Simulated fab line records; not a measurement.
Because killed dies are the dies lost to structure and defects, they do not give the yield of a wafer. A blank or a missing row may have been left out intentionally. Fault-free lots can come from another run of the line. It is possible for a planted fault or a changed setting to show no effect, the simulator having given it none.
Which of the tools did it? ; flow sky130 ; 39 wafers from 13 lots sampled at 4 of the route's 708 steps

## WHAT THE GAUGES SHOWED, per wafer
The record holds no reading of a measuring or inspecting step that can be judged against a usual standard deviation.

## TOOL THAT RAN EACH LOT (tool first, then ch and the chambers of the sampled wafers, then the start)
lot;SKY_CONTACT_CMP_04;SKY_CONTACT_DEVELOP_13;SKY_CONTACT_ETCH_16;SKY_CONTACT_CVD_24
L403;cmp-01 ch 1,2,3, day 30 02:16;litho_track-01 ch 0, day 31 06:00;rie_diel-04 ch 0,1,3, day 31 06:56;cvd_w-01 ch 0,1, day 31 08:04
L404;cmp-01 ch 0,3, day 30 21:13;litho_track-01 ch 0, day 32 01:00;rie_diel-03 ch 0,3, day 32 01:14;cvd_w-02 ch 0,1, day 32 02:05
L405;cmp-01 ch 1,2,3, day 30 23:58;litho_track-01 ch 0, day 32 03:00;rie_diel-04 ch 0,3, day 32 04:17;cvd_w-02 ch 0,1, day 32 05:07
L415;cmp-02 ch 0,1,3, day 34 10:05;litho_track-01 ch 0, day 35 13:00;rie_diel-04 ch 0,2, day 35 13:35;cvd_w-02 ch 1, day 35 14:22
L414;cmp-01 ch 1,2,3, day 34 14:10;litho_track-01 ch 0, day 35 16:00;rie_diel-03 ch 1,2,3, day 35 16:58;cvd_w-01 ch 0,1, day 35 17:44
L416;cmp-02 ch 1,2,3, day 34 22:57;litho_track-02 ch 0, day 36 01:00;rie_diel-01 ch 0,2,3, day 36 01:19;cvd_w-02 ch 0,1, day 36 02:06
L417;cmp-02 ch 0,3, day 34 23:35;litho_track-04 ch 0, day 36 01:00;rie_diel-03 ch 0,2,3, day 36 02:13;cvd_w-01 ch 1, day 36 03:01
L418;cmp-02 ch 1,2, day 35 19:21;litho_track-02 ch 0, day 36 21:00;rie_diel-01 ch 0,1,2, day 36 21:31;cvd_w-01 ch 0,1, day 36 22:18
L419;cmp-02 ch 1,2,3, day 36 02:51;litho_track-04 ch 0, day 37 04:00;rie_diel-01 ch 0,1,3, day 37 05:04;cvd_w-01 ch 0,1, day 37 05:52
L420;cmp-02 ch 0,1,3, day 36 08:18;litho_track-04 ch 0, day 37 10:00;rie_diel-04 ch 1,2, day 37 10:19;cvd_w-01 ch 0,1, day 37 11:07
L422;cmp-01 ch 0,2, day 36 14:34;litho_track-04 ch 0, day 37 16:00;rie_diel-03 ch 0,1, day 37 16:37;cvd_w-01 ch 0,1, day 37 17:26
L426;cmp-01 ch 0,3, day 38 08:05;litho_track-02 ch 0, day 39 09:00;rie_diel-01 ch 1,2,3, day 39 09:52;cvd_w-01 ch 0,1, day 39 10:43
L425;cmp-01 ch 1,2,3, day 39 12:13;litho_track-04 ch 0, day 40 13:00;rie_diel-01 ch 0,1, day 40 13:37;cvd_w-02 ch 0,1, day 40 14:25
- SKY_CONTACT_CMP_04: polishes SiO2.
- SKY_CONTACT_DEVELOP_13: develop time 60 s.
- SKY_CONTACT_ETCH_16: etches BARC in N2/H2, stops on SiO2, time 45.9 s, target depth 60 nm.
- SKY_CONTACT_CVD_24: deposits W, target thk 340 nm, time 102.12 s.

## AS READ BY THE TOOLS THEMSELVES (means over the sampled wafers that have a number; for cases with no such wafer, the mark the record gives instead)
SKY_CONTACT_CMP_04.
lot;tool;motor_current_A (A);time_to_endpoint_s (s)
L403;cmp-01;12.9;80
L404;cmp-01;14.7;82
L405;cmp-01;13.3;82
L415;cmp-02;12.4;85
L414;cmp-01;12.8;80
L416;cmp-02;12.4;81
L417;cmp-02;13.4;80
L418;cmp-02;11.6;81
L419;cmp-02;12.1;86
L420;cmp-02;12.5;80
L422;cmp-01;13.7;79
L426;cmp-01;14.0;88
L425;cmp-01;13.0;83

SKY_CONTACT_DEVELOP_13.
lot;tool;developer_temp_C (C);exhaust_pa (Pa)
L403;litho_track-01;20.90;45.1
L404;litho_track-01;20.99;44.6
L405;litho_track-01;21.12;44.5
L415;litho_track-01;20.17;45.1
L414;litho_track-01;20.05;46.5
L416;litho_track-02;20.96;44.6
L417;litho_track-04;20.93;45.7
L418;litho_track-02;21.08;44.8
L419;litho_track-04;20.96;44.7
L420;litho_track-04;21.00;44.8
L422;litho_track-04;21.01;45.0
L426;litho_track-02;21.05;45.3
L425;litho_track-04;21.04;45.5

SKY_CONTACT_ETCH_16.
lot;tool;bias_w (W);drypump_motor_current_A (A);oes_product_au (a.u.);throttle_valve_pct (%)
L403;rie_diel-04;99.73;5.4;0.853;13.221
L404;rie_diel-03;100.33;5.5;0.856;13.213
L405;rie_diel-04;99.49;5.4;0.851;13.225
L415;rie_diel-04;100.27;5.6;0.848;13.216
L414;rie_diel-03;100.16;5.3;0.861;13.223
L416;rie_diel-01;100.16;6.0;0.851;13.216
L417;rie_diel-03;100.20;5.4;0.856;13.225
L418;rie_diel-01;100.04;6.1;0.857;13.223
L419;rie_diel-01;100.39;5.9;0.855;13.222
L420;rie_diel-04;99.90;5.7;0.856;13.218
L422;rie_diel-03;99.63;5.4;0.853;13.227
L426;rie_diel-01;99.87;6.3;0.852;13.230
L425;rie_diel-01;99.78;5.8;0.854;13.226

SKY_CONTACT_CVD_24.
lot;tool;heater_power_w (W)
L403;cvd_w-01;775
L404;cvd_w-02;937
L405;cvd_w-02;929
L415;cvd_w-02;952
L414;cvd_w-01;822
L416;cvd_w-02;964
L417;cvd_w-01;884
L418;cvd_w-01;839
L419;cvd_w-01;830
L420;cvd_w-01;788
L422;cvd_w-01;834
L426;cvd_w-01;787
L425;cvd_w-02;871

## THE ANSWER, worked out from the rows above alone
Rule: usual is defined by the lots themselves. The widest of any qualifying gaps counts: lots, ordered by their means at a reading, are off when they make up no more than a third of the lots, leave a main group of 4 or more, and stand apart from it by 3 or more times the standard deviation of that group's means. Not used: any main group whose means are identical at the precision the tables above print for the reading. Also off: a lot with no number at a reading for which 4 or more lots have one. Where the step has rows for the other lots, those lots are counted as sound. Order of review: gauges by route order, followed by the tools' own readings, for which a lot's mean as printed above is used. At the first step where some lot is off, the reading lying furthest off is the one used; lots without a number count as furthest.
Off: L415, L414 (SKY_CONTACT_DEVELOP_13, developer_temp_C). Main group: mean 21.00 C, sd 0.063.
A tool fits if, at that step or a process step before it, it ran every lot that is off, and no sound lot after the first of them. One fits: SKY_CONTACT_DEVELOP_13 on litho_track-01. Its last sound lot is L405 (day 32 03:00), its first lot that is off L415 (day 35 13:00): a fault that began between those two fits.
On the lots that are off, the tool's own readings at SKY_CONTACT_DEVELOP_13 differ by more than 5 times the standard deviation of the sound lots' means, which bears it out; developer_temp_C reads 20.11 C there versus 21.00 C on the sound lots.

## WHAT WAS PUT IN BY THE SIMULATOR
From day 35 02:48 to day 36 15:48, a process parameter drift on litho_track-01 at SKY_CONTACT_DEVELOP_13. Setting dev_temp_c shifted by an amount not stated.
Lots struck among those shown: L415, L414. The rule above found the same.
